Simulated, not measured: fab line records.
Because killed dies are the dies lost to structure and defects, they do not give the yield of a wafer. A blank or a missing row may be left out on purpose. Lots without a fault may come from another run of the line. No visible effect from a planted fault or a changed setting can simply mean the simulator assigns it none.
fab line records :: flow sky130 :: part 2 of 2: steps 28 to 41 of 41
[record]
  lots = 5
  wafers = 15
  last_day = 50
route steps=708 shown FIELD_ISO@12 NWELL@32 DNWELL@35 PWDE@45
lots with no fault: from the same line, run without faults
start_h: the number of hours between the record's first day and the start of the first shown wafer of the lot :: wait_h: how many hours have passed since the lot's step before this one :: " the same as in the row above :: L1.1+2: a single row standing in for several wafers :: - no value present, or no start provided :: * or withheld: withheld :: < > ~ a bound
route shown NAME@n: names a module that has steps shown in the file, with the first one's number in the route :: usual: mean and standard deviation over wafers with no fault :: same: alike in all rows :: chamber/n: place in a boat :: sites: the reading at each site :: _std_site: standard deviation of those values :: _edge_site: mean of outer sites minus mean of inner sites :: radius_mm: for every site, how far away it sits from the centre of the wafer :: mask NAME#n: copy n :: behind: the last tool/chamber to shape the wafer :: hold: the reason the lot was held/the length of the hold in hours/how it ended :: device: names the non-switching transistor (n, p or np) :: end of line: tests of these same wafers at the route's end :: where a step has no rows: the recipe by itself :: killed: dies that structure and defects cost at the first sort, which is not the same as the wafer's yield :: map: shows each die of a wafer: x if killed, . if not, _ if none is there
set.NAME: the setting as run; set.NAME@STEP: as run at that earlier step :: model.NAME: the simulator's own value behind a step, which no gauge read
lots at selected steps of the route; one table per step, one row per wafer
services: when a tool's chamber went out of use (start_h, in hours from the record's first day, below 0 if earlier), for how many hours, and the reason
[[steps]]
[step SKY_DNWELL_EXPOSE_04]
[recipe]
  mask_id = DNM
  na = 0.57
  target_cd_nm = 3000
  dose_mj = 222
[usual]
  reticle_temp_C = 23.01/0.1
lot.wafer: L082.1
tool: iline_stepper-02
chamber: 0
start_h: -
wait_h: -
mask: DNM#0
reticle_temp_C: 23.03

lot.wafer: L082.2
tool: iline_stepper-02
chamber: 0
start_h: -
wait_h: -
mask: DNM#0
reticle_temp_C: 23.08

lot.wafer: L082.5
tool: iline_stepper-02
chamber: 0
start_h: -
wait_h: -
mask: DNM#0
reticle_temp_C: 23.10

lot.wafer: L085.2
tool: iline_stepper-01
chamber: 0
start_h: -
wait_h: -
mask: DNM#0
reticle_temp_C: 22.99

lot.wafer: L085.3
tool: iline_stepper-01
chamber: 0
start_h: -
wait_h: -
mask: DNM#0
reticle_temp_C: 23.04

lot.wafer: L085.5
tool: iline_stepper-01
chamber: 0
start_h: -
wait_h: -
mask: DNM#0
reticle_temp_C: 22.91

lot.wafer: L089.1
tool: iline_stepper-02
chamber: 0
start_h: -
wait_h: -
mask: DNM#0
reticle_temp_C: 22.98

lot.wafer: L089.4
tool: iline_stepper-02
chamber: 0
start_h: -
wait_h: -
mask: DNM#0
reticle_temp_C: 23.03

lot.wafer: L089.5
tool: iline_stepper-02
chamber: 0
start_h: -
wait_h: -
mask: DNM#0
reticle_temp_C: 22.99

lot.wafer: L090.2
tool: iline_stepper-01
chamber: 0
start_h: -
wait_h: -
mask: DNM#0
reticle_temp_C: 22.97

lot.wafer: L090.3
tool: iline_stepper-01
chamber: 0
start_h: -
wait_h: -
mask: DNM#0
reticle_temp_C: 23.19

lot.wafer: L090.6
tool: iline_stepper-01
chamber: 0
start_h: -
wait_h: -
mask: DNM#0
reticle_temp_C: 23.02

lot.wafer: L094.2
tool: iline_stepper-02
chamber: 0
start_h: -
wait_h: -
mask: DNM#0
reticle_temp_C: 23.00

lot.wafer: L094.3
tool: iline_stepper-02
chamber: 0
start_h: -
wait_h: -
mask: DNM#0
reticle_temp_C: 23.07

lot.wafer: L094.5
tool: iline_stepper-02
chamber: 0
start_h: -
wait_h: -
mask: DNM#0
reticle_temp_C: 23.13
[step SKY_DNWELL_PEB_05]
[recipe]
  temp_c = 115
  time_s = withheld
lot.wafer: L082.1+2+5
tool: litho_track-02
chamber: 0
start_h: -
wait_h: -

lot.wafer: L085.2+3+5
tool: litho_track-02
chamber: 0
start_h: -
wait_h: -

lot.wafer: L089.1+4+5
tool: litho_track-04
chamber: 0
start_h: -
wait_h: -

lot.wafer: L090.2+3+6
tool: litho_track-02
chamber: 0
start_h: -
wait_h: -

lot.wafer: L094.2+3+5
tool: litho_track-01
chamber: 0
start_h: -
wait_h: -
[step SKY_DNWELL_DEVELOP_06]
[recipe]
  wall_angle_deg = 90
  developer = TMAH
  develop_time_s = 60
  dev_temp_c = 23
lot.wafer: L082.1+2+5
tool: litho_track-02
chamber: 0
start_h: -
wait_h: -

lot.wafer: L085.2+3+5
tool: litho_track-02
chamber: 0
start_h: -
wait_h: -

lot.wafer: L089.1+4+5
tool: litho_track-04
chamber: 0
start_h: -
wait_h: -

lot.wafer: L090.2+3+6
tool: litho_track-02
chamber: 0
start_h: -
wait_h: -

lot.wafer: L094.2+3+5
tool: litho_track-01
chamber: 0
start_h: -
wait_h: -
[step SKY_DNWELL_IMPLANT_07]
[recipe]
  species = P
  energy_kev = withheld
  dose_cm2 = withheld
  tilt_deg = withheld
lot.wafer: L082.1+2+5
tool: implanter-01
chamber: 0
start_h: 96.02
wait_h: -

lot.wafer: L085.2+3+5
tool: implanter-02
chamber: 0
start_h: 116.20
wait_h: -

lot.wafer: L089.1+4+5
tool: implanter-02
chamber: 0
start_h: 133.86
wait_h: -

lot.wafer: L090.2+3+6
tool: implanter-01
chamber: 0
start_h: 140.25
wait_h: -

lot.wafer: L094.2+3+5
tool: implanter-01
chamber: 0
start_h: 161.01
wait_h: -
[step SKY_DNWELL_STRIP_08]
[recipe]
  chemistry = O2/N2
  power_w = 1400
  pressure_mtorr = 1500
  platen_temp_c = withheld
  o2_flow_sccm = 3000
  n2_flow_sccm = 300
  overash_fraction = 0.5
[usual]
  drypump_motor_current_A = 5.75/0.29
  oes_product_au = 0.722/0.0043
  strip_time_to_endpoint_s = 36.92/0.11
lot.wafer: L082.1
tool: plasma_asher-01
chamber: 0
start_h: 96.17
wait_h: 0.1
drypump_motor_current_A: 6.00
oes_product_au: 0.721
rf_hours_counter_h: 39
strip_time_to_endpoint_s: 36.86

lot.wafer: L082.2
tool: plasma_asher-01
chamber: 1
start_h: 96.17
wait_h: 0.1
drypump_motor_current_A: 5.78
oes_product_au: 0.716
rf_hours_counter_h: 39
strip_time_to_endpoint_s: 36.86

lot.wafer: L082.5
tool: plasma_asher-01
chamber: 0
start_h: 96.17
wait_h: 0.1
drypump_motor_current_A: 6.00
oes_product_au: 0.723
rf_hours_counter_h: -
strip_time_to_endpoint_s: 36.83

lot.wafer: L085.2
tool: plasma_asher-02
chamber: 0
start_h: 116.32
wait_h: 0.1
drypump_motor_current_A: 6.07
oes_product_au: 0.711
rf_hours_counter_h: 31
strip_time_to_endpoint_s: 36.94

lot.wafer: L085.3
tool: plasma_asher-02
chamber: 1
start_h: 116.32
wait_h: 0.1
drypump_motor_current_A: 5.62
oes_product_au: 0.718
rf_hours_counter_h: -
strip_time_to_endpoint_s: 36.87

lot.wafer: L085.5
tool: plasma_asher-02
chamber: 0
start_h: 116.32
wait_h: 0.1
drypump_motor_current_A: 6.03
oes_product_au: 0.719
rf_hours_counter_h: -
strip_time_to_endpoint_s: 37.01

lot.wafer: L089.1
tool: plasma_asher-01
chamber: 0
start_h: 134.01
wait_h: 0.1
drypump_motor_current_A: 5.98
oes_product_au: 0.720
rf_hours_counter_h: 43
strip_time_to_endpoint_s: 36.90

lot.wafer: L089.4
tool: plasma_asher-01
chamber: 1
start_h: 134.01
wait_h: 0.1
drypump_motor_current_A: 5.82
oes_product_au: 0.720
rf_hours_counter_h: -
strip_time_to_endpoint_s: 36.88

lot.wafer: L089.5
tool: plasma_asher-01
chamber: 0
start_h: 134.01
wait_h: 0.1
drypump_motor_current_A: 6.00
oes_product_au: 0.716
rf_hours_counter_h: -
strip_time_to_endpoint_s: 37.00

lot.wafer: L090.2
tool: plasma_asher-04
chamber: 1
start_h: 140.37
wait_h: 0.1
drypump_motor_current_A: 5.85
oes_product_au: 0.720
rf_hours_counter_h: 43
strip_time_to_endpoint_s: 37.02

lot.wafer: L090.3
tool: plasma_asher-04
chamber: 1
start_h: 140.37
wait_h: 0.1
drypump_motor_current_A: 5.86
oes_product_au: 0.719
rf_hours_counter_h: -
strip_time_to_endpoint_s: 37.11

lot.wafer: L090.6
tool: plasma_asher-04
chamber: 1
start_h: 140.37
wait_h: 0.1
drypump_motor_current_A: 5.85
oes_product_au: 0.722
rf_hours_counter_h: -
strip_time_to_endpoint_s: 37.14

lot.wafer: L094.2
tool: plasma_asher-02
chamber: 1
start_h: 161.14
wait_h: 0.1
drypump_motor_current_A: 5.60
oes_product_au: 0.723
rf_hours_counter_h: 35
strip_time_to_endpoint_s: 36.76

lot.wafer: L094.3
tool: plasma_asher-02
chamber: 0
start_h: 161.14
wait_h: 0.1
drypump_motor_current_A: 6.06
oes_product_au: 0.718
rf_hours_counter_h: -
strip_time_to_endpoint_s: 36.87

lot.wafer: L094.5
tool: plasma_asher-02
chamber: 0
start_h: 161.14
wait_h: 0.1
drypump_motor_current_A: 6.08
oes_product_au: 0.733
rf_hours_counter_h: -
strip_time_to_endpoint_s: 36.94
[step SKY_DNWELL_TW_MEAS_09]
[usual]
  DNWELL_TW = 1111/11
lot.wafer: L082.1
tool: film_metro-03
chamber: -
start_h: 96.27
wait_h: 0.1
DNWELL_TW: 1127

lot.wafer: L082.2
tool: film_metro-03
chamber: -
start_h: 96.27
wait_h: 0.1
DNWELL_TW: 1121

lot.wafer: L082.5
tool: film_metro-03
chamber: -
start_h: 96.27
wait_h: 0.1
DNWELL_TW: 1128

lot.wafer: L085.2
tool: film_metro-02
chamber: -
start_h: 116.43
wait_h: 0.1
DNWELL_TW: 1093

lot.wafer: L085.3
tool: film_metro-02
chamber: -
start_h: 116.43
wait_h: 0.1
DNWELL_TW: 1088

lot.wafer: L085.5
tool: film_metro-02
chamber: -
start_h: 116.43
wait_h: 0.1
DNWELL_TW: 1093

lot.wafer: L089.1
tool: film_metro-03
chamber: -
start_h: 134.11
wait_h: 0.1
DNWELL_TW: 1105

lot.wafer: L089.4
tool: film_metro-03
chamber: -
start_h: 134.11
wait_h: 0.1
DNWELL_TW: 1111

lot.wafer: L089.5
tool: film_metro-03
chamber: -
start_h: 134.11
wait_h: 0.1
DNWELL_TW: 1105

lot.wafer: L090.2
tool: film_metro-04
chamber: -
start_h: 140.48
wait_h: 0.1
DNWELL_TW: 1108

lot.wafer: L090.3
tool: film_metro-04
chamber: -
start_h: 140.48
wait_h: 0.1
DNWELL_TW: 1118

lot.wafer: L090.6
tool: film_metro-04
chamber: -
start_h: 140.48
wait_h: 0.1
DNWELL_TW: 1113

lot.wafer: L094.2
tool: film_metro-02
chamber: -
start_h: 161.25
wait_h: 0.1
DNWELL_TW: 1100

lot.wafer: L094.3
tool: film_metro-02
chamber: -
start_h: 161.25
wait_h: 0.1
DNWELL_TW: 1091

lot.wafer: L094.5
tool: film_metro-02
chamber: -
start_h: 161.25
wait_h: 0.1
DNWELL_TW: 1094
[step SKY_PWDE_DEHYDRATE_00]
[recipe]
  temp_c = 200
  time_s = 60
lot.wafer: L082.1+2+5
tool: litho_track-04
chamber: 0
start_h: 104.46
wait_h: 8.2

lot.wafer: L085.2+3+5
tool: litho_track-03
chamber: 0
start_h: 124.54
wait_h: 8.1

lot.wafer: L089.1+4+5
tool: litho_track-04
chamber: 0
start_h: 143.41
wait_h: 9.3

lot.wafer: L090.2+3+6
tool: litho_track-02
chamber: 0
start_h: 149.45
wait_h: 9.0

lot.wafer: L094.2+3+5
tool: litho_track-03
chamber: 0
start_h: 170.99
wait_h: 9.7
[step SKY_PWDE_HMDS_01]
[recipe]
  prime_time_s = 60
  prime_temp_c = 120
lot.wafer: L082.1+2+5
tool: litho_track-04
chamber: 0
start_h: 104.61
wait_h: 0.1

lot.wafer: L085.2+3+5
tool: litho_track-03
chamber: 0
start_h: 124.69
wait_h: 0.1

lot.wafer: L089.1+4+5
tool: litho_track-04
chamber: 0
start_h: 143.56
wait_h: 0.1

lot.wafer: L090.2+3+6
tool: litho_track-02
chamber: 0
start_h: 149.60
wait_h: 0.1

lot.wafer: L094.2+3+5
tool: litho_track-03
chamber: 0
start_h: 171.14
wait_h: 0.1
[step SKY_PWDE_COAT_02]
[recipe]
  spin_rpm = 2000
  resist_thk_nm = 3000
[usual]
  spin_speed_rpm = 1999.6/1.3
lot.wafer: L082.1
tool: litho_track-04
chamber: 0
start_h: 104.76
wait_h: 0.1
spin_speed_rpm: 2000.4

lot.wafer: L082.2
tool: litho_track-04
chamber: 0
start_h: 104.76
wait_h: 0.1
spin_speed_rpm: 1999.4

lot.wafer: L082.5
tool: litho_track-04
chamber: 0
start_h: 104.76
wait_h: 0.1
spin_speed_rpm: 2000.3

lot.wafer: L085.2
tool: litho_track-03
chamber: 0
start_h: 124.84
wait_h: 0.1
spin_speed_rpm: 1999.9

lot.wafer: L085.3
tool: litho_track-03
chamber: 0
start_h: 124.84
wait_h: 0.1
spin_speed_rpm: 2001.4

lot.wafer: L085.5
tool: litho_track-03
chamber: 0
start_h: 124.84
wait_h: 0.1
spin_speed_rpm: 2000.3

lot.wafer: L089.1
tool: litho_track-04
chamber: 0
start_h: 143.71
wait_h: 0.1
spin_speed_rpm: 1998.4

lot.wafer: L089.4
tool: litho_track-04
chamber: 0
start_h: 143.71
wait_h: 0.1
spin_speed_rpm: 1999.4

lot.wafer: L089.5
tool: litho_track-04
chamber: 0
start_h: 143.71
wait_h: 0.1
spin_speed_rpm: 1998.5

lot.wafer: L090.2
tool: litho_track-02
chamber: 0
start_h: 149.75
wait_h: 0.1
spin_speed_rpm: 1999.7

lot.wafer: L090.3
tool: litho_track-02
chamber: 0
start_h: 149.75
wait_h: 0.1
spin_speed_rpm: 2000.8

lot.wafer: L090.6
tool: litho_track-02
chamber: 0
start_h: 149.75
wait_h: 0.1
spin_speed_rpm: 2000.0

lot.wafer: L094.2
tool: litho_track-03
chamber: 0
start_h: 171.29
wait_h: 0.1
spin_speed_rpm: 2000.0

lot.wafer: L094.3
tool: litho_track-03
chamber: 0
start_h: 171.29
wait_h: 0.1
spin_speed_rpm: 1998.4

lot.wafer: L094.5
tool: litho_track-03
chamber: 0
start_h: 171.29
wait_h: 0.1
spin_speed_rpm: 1998.6
[step SKY_PWDE_SOFTBAKE_03]
[recipe]
  temp_c = 110
  time_s = withheld
lot.wafer: L082.1+2+5
tool: litho_track-04
chamber: 0
start_h: 104.91
wait_h: 0.1

lot.wafer: L085.2+3+5
tool: litho_track-03
chamber: 0
start_h: 124.99
wait_h: 0.1

lot.wafer: L089.1+4+5
tool: litho_track-04
chamber: 0
start_h: 143.86
wait_h: 0.1

lot.wafer: L090.2+3+6
tool: litho_track-02
chamber: 0
start_h: 149.90
wait_h: 0.1

lot.wafer: L094.2+3+5
tool: litho_track-03
chamber: 0
start_h: 171.44
wait_h: 0.1
[step SKY_PWDE_EXPOSE_04]
[recipe]
  mask_id = PWDEM
  na = 0.6
  source_shape = conventional
  sigma_outer = 0.6
  polarization = unpolarized
  target_cd_nm = 840
  dose_mj = 214
[usual]
  reticle_temp_C = 23.01/0.11
lot.wafer: L082.1
tool: iline_stepper-01
chamber: 0
start_h: -
wait_h: -
mask: PWDEM#0
reticle_temp_C: 22.98

lot.wafer: L082.2
tool: iline_stepper-01
chamber: 0
start_h: -
wait_h: -
mask: PWDEM#0
reticle_temp_C: 23.08

lot.wafer: L082.5
tool: iline_stepper-01
chamber: 0
start_h: -
wait_h: -
mask: PWDEM#0
reticle_temp_C: 22.84

lot.wafer: L085.2
tool: iline_stepper-02
chamber: 0
start_h: -
wait_h: -
mask: PWDEM#0
reticle_temp_C: 23.13

lot.wafer: L085.3
tool: iline_stepper-02
chamber: 0
start_h: -
wait_h: -
mask: PWDEM#0
reticle_temp_C: 23.27

lot.wafer: L085.5
tool: iline_stepper-02
chamber: 0
start_h: -
wait_h: -
mask: PWDEM#0
reticle_temp_C: 22.89

lot.wafer: L089.1
tool: iline_stepper-01
chamber: 0
start_h: -
wait_h: -
mask: PWDEM#0
reticle_temp_C: 23.30

lot.wafer: L089.4
tool: iline_stepper-01
chamber: 0
start_h: -
wait_h: -
mask: PWDEM#0
reticle_temp_C: 23.13

lot.wafer: L089.5
tool: iline_stepper-01
chamber: 0
start_h: -
wait_h: -
mask: PWDEM#0
reticle_temp_C: 23.00

lot.wafer: L090.2
tool: iline_stepper-02
chamber: 0
start_h: -
wait_h: -
mask: PWDEM#0
reticle_temp_C: 23.00

lot.wafer: L090.3
tool: iline_stepper-02
chamber: 0
start_h: -
wait_h: -
mask: PWDEM#0
reticle_temp_C: 23.17

lot.wafer: L090.6
tool: iline_stepper-02
chamber: 0
start_h: -
wait_h: -
mask: PWDEM#0
reticle_temp_C: 23.00

lot.wafer: L094.2
tool: iline_stepper-01
chamber: 0
start_h: -
wait_h: -
mask: PWDEM#0
reticle_temp_C: 23.05

lot.wafer: L094.3
tool: iline_stepper-01
chamber: 0
start_h: -
wait_h: -
mask: PWDEM#0
reticle_temp_C: 23.07

lot.wafer: L094.5
tool: iline_stepper-01
chamber: 0
start_h: -
wait_h: -
mask: PWDEM#0
reticle_temp_C: 23.21
[step SKY_PWDE_PEB_05]
[recipe]
  temp_c = 115
  time_s = withheld
lot.wafer: L082.1+2+5
tool: litho_track-04
chamber: 0
start_h: -
wait_h: -

lot.wafer: L085.2+3+5
tool: litho_track-04
chamber: 0
start_h: -
wait_h: -

lot.wafer: L089.1+4+5
tool: litho_track-02
chamber: 0
start_h: -
wait_h: -

lot.wafer: L090.2+3+6
tool: litho_track-03
chamber: 0
start_h: -
wait_h: -

lot.wafer: L094.2+3+5
tool: litho_track-03
chamber: 0
start_h: -
wait_h: -
[step SKY_PWDE_DEVELOP_06]
[recipe]
  wall_angle_deg = 90
  developer = TMAH
  develop_time_s = 62.04
  dev_temp_c = 23
lot.wafer: L082.1+2+5
tool: litho_track-04
chamber: 0
start_h: -
wait_h: -

lot.wafer: L085.2+3+5
tool: litho_track-04
chamber: 0
start_h: -
wait_h: -

lot.wafer: L089.1+4+5
tool: litho_track-02
chamber: 0
start_h: -
wait_h: -

lot.wafer: L090.2+3+6
tool: litho_track-03
chamber: 0
start_h: -
wait_h: -

lot.wafer: L094.2+3+5
tool: litho_track-03
chamber: 0
start_h: -
wait_h: -
[step SKY_PWDE_OVL_MEAS_07]
[usual]
  PWDE_OVL = 0.7/1.2
lot.wafer: L082.1
tool: overlay-01
chamber: -
start_h: 114.01
wait_h: -
PWDE_OVL[nm]: 2.5

lot.wafer: L082.2
tool: overlay-01
chamber: -
start_h: 114.01
wait_h: -
PWDE_OVL[nm]: 1.0

lot.wafer: L082.5
tool: overlay-01
chamber: -
start_h: 114.01
wait_h: -
PWDE_OVL[nm]: 3.0

lot.wafer: L085.2
tool: overlay-02
chamber: -
start_h: 134.22
wait_h: -
PWDE_OVL[nm]: 0.0

lot.wafer: L085.3
tool: overlay-02
chamber: -
start_h: 134.22
wait_h: -
PWDE_OVL[nm]: 1.3

lot.wafer: L085.5
tool: overlay-02
chamber: -
start_h: 134.22
wait_h: -
PWDE_OVL[nm]: 1.0

lot.wafer: L089.1
tool: overlay-01
chamber: -
start_h: 154.02
wait_h: -
PWDE_OVL[nm]: -1.4

lot.wafer: L089.4
tool: overlay-01
chamber: -
start_h: 154.02
wait_h: -
PWDE_OVL[nm]: -2.4

lot.wafer: L089.5
tool: overlay-01
chamber: -
start_h: 154.02
wait_h: -
PWDE_OVL[nm]: 0.3

lot.wafer: L090.2
tool: overlay-02
chamber: -
start_h: 160.32
wait_h: -
PWDE_OVL[nm]: 1.1

lot.wafer: L090.3
tool: overlay-02
chamber: -
start_h: 160.32
wait_h: -
PWDE_OVL[nm]: 1.3

lot.wafer: L090.6
tool: overlay-02
chamber: -
start_h: 160.32
wait_h: -
PWDE_OVL[nm]: 0.6

lot.wafer: L094.2
tool: overlay-01
chamber: -
start_h: 182.17
wait_h: -
PWDE_OVL[nm]: 2.6

lot.wafer: L094.3
tool: overlay-01
chamber: -
start_h: 182.17
wait_h: -
PWDE_OVL[nm]: 0.5

lot.wafer: L094.5
tool: overlay-01
chamber: -
start_h: 182.17
wait_h: -
PWDE_OVL[nm]: 1.7
[[services]]
tool: cmp-01
chamber: -
start_h: 49.27
hours: 1.9
kind: repair

tool: rie_diel-01
chamber: 2
start_h: 49.49
hours: 3.1
kind: repair

tool: rie_diel-02
chamber: -
start_h: 55.32
hours: 2.8
kind: pm

tool: implanter-01
chamber: -
start_h: 56.62
hours: 4.2
kind: repair

tool: cmp-02
chamber: -
start_h: 60.08
hours: 0.2
kind: repair

tool: rie_diel-03
chamber: 2
start_h: 63.93
hours: 4.0
kind: repair

tool: cmp-02
chamber: -
start_h: 64.00
hours: 4.0
kind: pm

tool: hdpcvd-02
chamber: -
start_h: 66.85
hours: 15.0
kind: pm

tool: cmp-01
chamber: -
start_h: 85.45
hours: 4.9
kind: pm

tool: hdpcvd-02
chamber: 2
start_h: 86.48
hours: 91.6
kind: repair

tool: implanter-01
chamber: -
start_h: 87.48
hours: 7.5
kind: pm

tool: furnace-02
chamber: -
start_h: 88.42
hours: 3.8
kind: pm

tool: rie_diel-02
chamber: 0
start_h: 89.86
hours: 4.3
kind: repair

tool: implanter-01
chamber: -
start_h: 97.34
hours: 1.3
kind: repair

tool: plasma_asher-04
chamber: -
start_h: 106.58
hours: 6.5
kind: repair

tool: plasma_asher-03
chamber: -
start_h: 108.75
hours: 9.0
kind: pm

tool: plasma_asher-01
chamber: -
start_h: 112.47
hours: 1.7
kind: repair

tool: rie_diel-02
chamber: 1
start_h: 112.54
hours: 2.6
kind: repair

tool: plasma_asher-04
chamber: -
start_h: 113.67
hours: 3.4
kind: repair

tool: rie_diel-03
chamber: 1
start_h: 129.08
hours: 10.7
kind: repair

tool: cmp-01
chamber: -
start_h: 138.48
hours: 0.9
kind: repair

tool: rie_si-01
chamber: 1
start_h: 149.28
hours: 3.0
kind: repair

tool: iline_stepper-02
chamber: -
start_h: 161.60
hours: 1.2
kind: repair

tool: cmp-02
chamber: -
start_h: 173.40
hours: 11.3
kind: repair
